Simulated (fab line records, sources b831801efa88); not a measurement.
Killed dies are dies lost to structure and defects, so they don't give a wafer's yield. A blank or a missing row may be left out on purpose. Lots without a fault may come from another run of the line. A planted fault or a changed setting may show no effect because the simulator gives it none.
Chamber matching | flow gf180mcu | GF_V5_CVD_02 on pecvd-02: 3 sister chambers
The step deposits SiO2 from TEOS, target thk 1450 nm, time 163.28 s. 6 wafers are shown with their chamber, then 8 later ones without.

WAFERS WITH THEIR CHAMBER
wafer  | chamber | heater_power_w (W)
L083.1 | 0       | 735
L085.4 | 2       | 780
L085.6 | 0       | 797
L090.2 | 2       | 769
L090.5 | 1       | 687
L092.1 | 1       | 626

WAFERS WITHOUT THEIR CHAMBER
wafer  | heater_power_w (W)
L092.2 | 741
L092.5 | 682
L093.1 | 645
L093.4 | 545
L093.6 | 765
L097.2 | 755
L097.5 | 818
L097.6 | 755

WHICH CHAMBER EACH WENT THROUGH
wafer  | from the rows above          | in truth
L092.2 | can't be placed: 0 or 2 or 1 | 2
L092.5 | can't be placed: 1 or 0 or 2 | 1
L093.1 | 1                            | 1
L093.4 | 1                            | 1
L093.6 | can't be placed: 0 or 2      | 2
L097.2 | can't be placed: 0 or 2      | 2
L097.5 | can't be placed: 2 or 0      | 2
L097.6 | can't be placed: 0 or 2      | 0
Placed correctly: 2 of 8. Can't be placed from these rows: 6 (the true chamber is among the candidates in 6). Placed wrongly: 0.
How it was worked out, from the rows above alone: a wafer's distance from a chamber is the root of the sum, over the readings, of the square of ((its reading less the chamber's mean) divided by the reading's scatter). The wafer belongs to the nearest chamber; if the next one is less than 2 further off, it can't be placed. A chamber's mean is the mean of its shown wafers. The scatter: the root of (the sum of the squares of (reading less its chamber's mean) over the shown wafers, divided by (wafers less chambers)).
